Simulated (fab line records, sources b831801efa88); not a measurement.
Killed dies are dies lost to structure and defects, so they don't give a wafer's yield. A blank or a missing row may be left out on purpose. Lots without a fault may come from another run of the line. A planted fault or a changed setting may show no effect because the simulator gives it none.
Problem report in the 8D (eight disciplines) form, filled by code | flow sfq_line | the parts of the form that need people (team, actions taken, sign-off) are left out

1. THE PROBLEM
R5_MONX_RS at SFQ_R5_RS_MEAS_933 reads a mean of 6.14 ohm/sq on 6 wafers of 2 lots; wafers without a fault read 7.03 ohm/sq with a standard deviation of 0.079. That is -11 standard deviations from the usual mean.
The step: measures by four-point-probe.
First seen on wafer L996.2, day 63 09:12, on film_metro-04. The record holds 42 wafers of 14 lots with a number at this step. Rule for "out", or "out of limits": more than 4 standard deviations from the usual mean. The other wafers with a number count as sound.

2. WHAT IT IS AND WHAT IT IS NOT
question                    | is                           | is not
which readings at this step | R5_MONX_RS                   | -
which lots                  | L100, L996                   | L103, L980, L981, L982, L983, L984, L986, L987, L989, L990, L991, L997
which wafers of those lots  | all that have a number       | -
read on which gauges        | film_metro-03, film_metro-04 | film_metro-01
when                        | from day 63 09:12            | up to then (30 sound wafers); but 6 sound wafers of L103, L997 came after

3. SUSPECTS, AND WHAT RULES EACH OUT
Counting: a tool at a process step up to the reading stays a suspect if it ran every lot that is out and no sound lot after the first of them.
- the gauge at SFQ_R5_RS_MEAS_933: ruled out. The wafers that are out were read on 2 gauges (film_metro-03, film_metro-04).
- rie_metal-04 at SFQ_TRILAYER_M3_ETCH_METAL_ETCH_078 (etches Nb in Cl2/Ar, stops on SiO2, target depth 240 nm, time 120 s): kept. It ran every lot that is out, first L996 (day 50 10:36), and no sound lot after that; its last sound lot up to then is L989 (day 42 19:54).
- pvd_sputter-06 at SFQ_TRILAYER_R5_DEP_SPUTTER_132 (material Ti, target thk 5 nm, time 5 s): ruled out as a lasting fault. Sound lots L103 ran on it after its first lot that is out, L996 (day 63 09:05).
- pvd_sputter-06 at SFQ_TRILAYER_R5_DEP_SPUTTER_133 (material MoNx, target thk 40 nm, time 66.7 s): ruled out as a lasting fault. Sound lots L103 ran on it after its first lot that is out, L996 (day 63 09:07).
Left after counting: rie_metal-04 at SFQ_TRILAYER_M3_ETCH_METAL_ETCH_078.

4. THE CAUSE (what the simulator had put in)
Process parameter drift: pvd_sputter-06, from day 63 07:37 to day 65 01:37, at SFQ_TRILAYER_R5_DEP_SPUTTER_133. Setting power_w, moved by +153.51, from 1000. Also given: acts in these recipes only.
Counting ruled it out, wrongly: the rule takes a fault to strike every lot that its tool runs from its start on, and this one did not.

5. THE CHAIN OF EFFECTS, in route order
Each row: a reading whose mean over the struck wafers that have a number lies more than 3 standard deviations from the usual. Only readings for which the record gives a usual standard deviation are gone through. hours: the time from each lot's start at the first step in this table that gives one to its start at this step, as a median over the lots. sigmas: the change in usual standard deviations.
hours | step                                | reading            | usual       | on struck wafers | change  | sigmas
0     | SFQ_TRILAYER_R5_DEP_SPUTTER_133     | cathode_dc_power_W | 999.96 W    | 1153.53          | +153.57 | +99 or more
0     | SFQ_R5_RS_MEAS_933                  | R5_MONX_RS         | 7.03 ohm/sq | 6.14             | -0.89   | -11
0     | SFQ_R5_THK_MEAS_934                 | R5_MONX_THK        | 39.5 nm     | 45.6             | +6.1    | +13
107   | SFQ_TRILAYER_R5_ETCH_METAL_ETCH_139 | oes_product_au     | 0.990 a.u.  | 0.959            | -0.031  | -4.3
The process steps in it:
- SFQ_TRILAYER_R5_DEP_SPUTTER_133: material MoNx, target thk 40 nm, time 66.7 s.
- SFQ_TRILAYER_R5_ETCH_METAL_ETCH_139: etches the open film in Cl2, stops on SiO2, target depth 60 nm, time 40 s.

6. WHAT WOULD HAVE CAUGHT IT SOONER
In this record the first reading out of limits at a measuring or inspecting step was taken at day 63 09:12, 2 hours after the fault began at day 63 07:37.
The tool's own readings at SFQ_TRILAYER_R5_DEP_SPUTTER_133 were out on every struck wafer that the step has a row for (cathode_dc_power_W): an alarm limit on them would have fired on the first of those.
